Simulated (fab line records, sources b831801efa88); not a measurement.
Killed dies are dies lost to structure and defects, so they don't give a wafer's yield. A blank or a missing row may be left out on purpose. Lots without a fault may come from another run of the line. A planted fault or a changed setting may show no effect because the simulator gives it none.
One fault seen from 2 desks | flow gf180mcu | each desk has only its own numbers; what lay behind them comes last

THE METROLOGY DESK
What the gauges read, lot by lot, whatever tool the lot ran on: means of the sampled wafers that have a number. A lot is out of limits, marked OUT, if its mean lies more than 4 standard deviations from the usual mean; the brackets give that distance.
Columns: A = cd_nm at GF_V5_CD_MEAS_14, usual 259.7 nm
lot  | first seen here | A
L424 | day 27 09:58    | 259.4
L425 | day 27 15:20    | 260.6
L426 | day 28 04:10    | 259.1
L427 | day 28 13:55    | 259.5
L429 | day 29 08:16    | 259.0
L431 | day 29 15:51    | 259.9
L432 | day 29 17:58    | 260.0
L433 | day 30 08:18    | 259.8
L442 | day 32 14:51    | 260.8
L443 | day 32 20:48    | 261.3
L444 | day 33 00:28    | 268.9 (+8.4) OUT
L445 | day 33 08:07    | 268.9 (+8.3) OUT
This desk's finding: out of limits on L444, L445; first on L444, day 33 00:28 (cd_nm at GF_V5_CD_MEAS_14). In limits: L424, L425, L426, L427, L429, L431, L432, L433, L442, L443.

THE TOOL OWNER'S DESK: litho_track-03
The tool's own readings at GF_V5_PEB_12 (peb time 90 s): means of the sampled wafers that have a number, for each lot that ran on this tool. A lot is out of limits, marked OUT, if its mean lies more than 4 standard deviations from the usual mean; the brackets give that distance.
Columns: A = heater_power_total_W at GF_V5_PEB_12, usual 85.70 W; B = plate_temp_C at GF_V5_PEB_12, usual 135.01 C
lot  | first seen here | A               | B
L424 | day 27 09:38    | 85.72           | 134.79
L431 | day 29 15:30    | 85.70           | 134.94
L433 | day 30 07:57    | 85.64           | 135.02
L442 | day 32 14:28    | 85.74           | 134.99
L443 | day 32 20:27    | 85.60           | 135.12
L444 | day 33 00:08    | 88.97 (+38) OUT | 139.09 (+31) OUT
L445 | day 33 07:47    | 89.04 (+38) OUT | 138.98 (+31) OUT
This desk's finding: out of limits on L444, L445; first on L444, day 33 00:08 (heater_power_total_W at GF_V5_PEB_12). In limits: L424, L431, L433, L442, L443.

PUT TOGETHER
The tool owner's desk could have raised an alarm at day 33 00:08, on L444, L445.
The metrology desk could have raised an alarm at day 33 00:28, on L444, L445.
Of the lots named, all ran GF_V5_PEB_12 on litho_track-03.

WHAT THE SIMULATOR HAD PUT IN
Process parameter drift: litho_track-03, from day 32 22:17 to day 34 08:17, at GF_V5_PEB_12. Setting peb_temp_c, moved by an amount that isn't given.
Lots struck among those shown: L444, L445.
Hours from the fault's start to each desk's first reading out of limits: the tool owner's desk, 2; the metrology desk, 2.
